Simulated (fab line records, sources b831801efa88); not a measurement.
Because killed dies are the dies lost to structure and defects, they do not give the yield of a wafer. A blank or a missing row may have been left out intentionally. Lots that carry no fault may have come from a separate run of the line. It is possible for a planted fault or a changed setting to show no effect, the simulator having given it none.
Struck lot and sound lot, side by side    flow sfq_line    14 out of 325 route steps
Sound: wafers L182.4, L182.5, L182.6. Wafers struck: L193.2, L193.3. The cause is named last.
Per side, at each step with rows, come the tool, then ch with its chambers, and then its first start. Under that, the readings that differ: sound wafers    struck wafers    difference of the means    sigmas: that difference in standard deviations of wafers without a fault.
alike: words and numbers the same on both sides, and readings whose means are apart by under 2 such deviations; not compared: readings that were withheld, readings missing a value for some wafer, numbers with overlapping values and no deviation given by the record, and bounds like >300 which may hide the same value.
The two part at a step that has a row with sigmas, a row that says differs or no value, or rows on one side only. Numbers that have no deviation but don't overlap get no sigmas and don't part them. Lack of a reading on every wafer of one side parts them only where that side has two or more wafers.

first, 2 steps without rows for these wafers: SFQ_TRILAYER_R5_LITHO_PEB_139 (peb time 60 s); SFQ_TRILAYER_R5_LITHO_DEVELOP_138 (time 60 s).
SFQ_R5_OVL_MEAS_935:
  struck on overlay-01, day 69 14:26; sound on overlay-01, day 62 06:49
  alike: R5_OVL
SFQ_TRILAYER_R5_BARC_OPEN_METAL_ETCH_177: etches BARC in O2, target depth 125 nm, time 41.7 s.
  sound on rie_metal-04 ch 0,1, day 62 06:52; struck on rie_metal-04 ch 0,1, day 69 14:28
  alike: drypump_motor_current_A, oes_product_au
  not compared: rf_hours_counter_h
SFQ_TRILAYER_R5_ETCH_METAL_ETCH_139: etches the open film in Cl2, stops on SiO2, target depth 60 nm, time 40 s.
  sound on rie_metal-04 ch 0,1, day 62 06:55; struck on rie_metal-04 ch 0,1, day 69 14:31
  alike: drypump_motor_current_A, oes_product_au
  not compared: rf_hours_counter_h
SFQ_TRILAYER_R5_STRIP_STRIP_140: strips in O2.
  sound on rie_metal-04 ch 0,1, day 62 07:09; struck on rie_metal-04 ch 0,1, day 69 14:35
  alike: drypump_motor_current_A, oes_product_au
  not compared: rf_hours_counter_h
then, 1 step without rows for these wafers: SFQ_TRILAYER_R5_STRIP_SOLV_CLEAN_141 (cleans in NMP, time 600 s).
SFQ_TRILAYER_A5C_DEP_PECVD_142: deposits SiO2 from SiH4/N2O, time 15.556 s, target thk 70 nm.
  sound on pecvd-02 ch 0,1,2, day 62 07:46; struck on pecvd-02 ch 0,1, day 69 15:21
  alike: heater_power_w, throttle_valve_pct
then, 4 steps without rows for these wafers: SFQ_TRILAYER_I5_LITHO_COAT_149 (resist thk 62 nm); SFQ_TRILAYER_I5_LITHO_COAT_144 (resist thk 650 nm); SFQ_TRILAYER_I5_LITHO_SOFTBAKE_148; SFQ_TRILAYER_I5_LITHO_EXPOSE_145 (exposes mask I5, target cd 700 nm).
SFQ_TRILAYER_I5_LITHO_PEB_147: peb time 60 s.
  struck on litho_track-04, day 69 23:25; sound on litho_track-01 ch 0, day 67 15:36
  no value came back on the struck wafers for chill_plate_temp_C (C), exhaust_pa (Pa); on the sound wafers chill_plate_temp_C (C) reads 23.04 22.90 22.97
then, 1 step without rows for these wafers: SFQ_TRILAYER_I5_LITHO_DEVELOP_146 (time 60 s).

== WHERE THEY PART ==
At SFQ_TRILAYER_I5_LITHO_PEB_147 and nowhere else, as far as this record goes.

WHY: whatever the simulator had introduced
Step skipped in full: litho_track-04, at SFQ_TRILAYER_I5_LITHO_PEB_147, from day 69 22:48 onward. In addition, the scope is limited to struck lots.
